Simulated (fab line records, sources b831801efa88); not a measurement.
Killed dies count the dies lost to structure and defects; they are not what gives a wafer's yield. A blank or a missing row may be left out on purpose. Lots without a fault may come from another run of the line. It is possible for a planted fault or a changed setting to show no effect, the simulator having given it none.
Struck lot and sound lot, side by side    flow sky130    19 steps out of a route of 708
Sound: wafers L605.2, L605.3, L605.6. Wafers struck: L596.1, L596.4, L596.5. At the end, the cause is stated.
Each step with rows lists, per side, the tool, then ch with its chambers, then its first start. Under that, the readings that differ: sound wafers    struck wafers    difference of the means    sigmas: that difference in standard deviations of wafers without a fault.
alike: readings with means less than 2 such deviations apart, plus words and numbers identical on both sides. not compared: withheld readings, readings lacking a value on some wafer, bounds such as >300 that could conceal the same value, and numbers that have no deviation in the record and whose values overlap.
A row with sigmas, a row that says differs or no value, or rows on one side alone: a step with any of these is where the two part. Numbers that don't overlap but have no deviation are shown without sigmas and don't part them. A reading that every wafer of one side lacks parts them only if that side has two wafers or more.

first, 1 step without rows for these wafers: SKY_LDD_HVP_IMPLANT_08.
SKY_LDD_HVP_STRIP_09: strips in O2/N2.
  sound on plasma asher-02 ch 0,1, day 27 01:08; struck on plasma asher-01 ch 0,1, day 24 11:53
  alike: drypump motor current A, oes product au, strip time to endpoint s
  not compared: rf hours counter h
SKY_LDD_HVP_TW_MEAS_10:
  sound on film metro-03, day 27 01:14; struck on film metro-04, day 24 11:59
  alike: LDD_HVP_TW
then, 7 steps without rows for these wafers: SKY_LDD_LDN_DEHYDRATE_00 (time 60 s); SKY_LDD_LDN_HMDS_01 (prime time 60 s); SKY_LDD_LDN_COAT_02 (resist thk 1140 nm); SKY_LDD_LDN_SOFTBAKE_03 (time 60 s); SKY_LDD_LDN_EXPOSE_04 (exposes mask LDNTM, target cd 700 nm); SKY_LDD_LDN_PEB_05; SKY_LDD_LDN_DEVELOP_06 (develop time 60 s).
SKY_LDD_LDN_OVL_MEAS_07:
  sound on overlay-02, day 28 05:48; struck on overlay-01, day 25 16:54
reading           sound        struck          difference  sigmas
LDD_LDN_OVL (nm)  2.4 3.4 2.2  -0.2 -1.5 -0.6  -3.4        -2
following that, these wafers have no rows for 1 step: SKY_LDD_LDN_IMPLANT_08.
SKY_LDD_LDN_IMPLANT_09:
  sound on implanter-01 ch 0, day 28 06:01; struck on implanter-02 ch 0, day 25 17:24
then, 2 steps without rows for these wafers: SKY_LDD_LDN_IMPLANT_10; SKY_LDD_LDN_IMPLANT_11.
SKY_LDD_LDN_STRIP_12: strips in O2/N2.
  sound on plasma asher-03 ch 0,1, day 28 06:26; struck on plasma asher-03 ch 0, day 25 17:51
  alike: drypump motor current A, oes product au, strip time to endpoint s
  not compared: rf hours counter h
SKY_LDD_LDN_TW_MEAS_13:
  sound on film metro-04, day 28 06:32; struck on film metro-02, day 25 17:57
reading     sound           struck          difference  sigmas
LDD_LDN_TW  1470 1467 1464  1592 1595 1594  +127        +11
then, 1 step without rows for these wafers: SKY_LDD_LDN_CLEAN_14 (cleans in SC1/SC2, time 150 s).
-- the record jumps here: 22 days lie between the struck wafers' starts before and after (it left off in module LDD_LDN and takes up again in module PAD_OPEN, whose first step shown is number 708 of the route) --
SKY_PAD_OPEN_PROBE_99:
  sound on prober-01, day 49 08:39; struck on prober-02, day 47 14:38
reading                          sound           struck          difference  sigmas
model.etest.tip sonos.rs ohm sq  2786 2784 2820  2259 2325 2254  -517        
  alike: killed_at_M0_to_M3, killed_at_M4_up, killed at contacts, killed at front end, killed at other, killed dies, killed open, killed short

## WHERE THEY PART
Last at SKY_LDD_LDN_TW_MEAS_13 as far as this record goes, first at SKY_LDD_LDN_OVL_MEAS_07. Later steps at which nothing parts them and some readings are alike: SKY_PAD_OPEN_PROBE_99.

WHY: what the simulator had put in
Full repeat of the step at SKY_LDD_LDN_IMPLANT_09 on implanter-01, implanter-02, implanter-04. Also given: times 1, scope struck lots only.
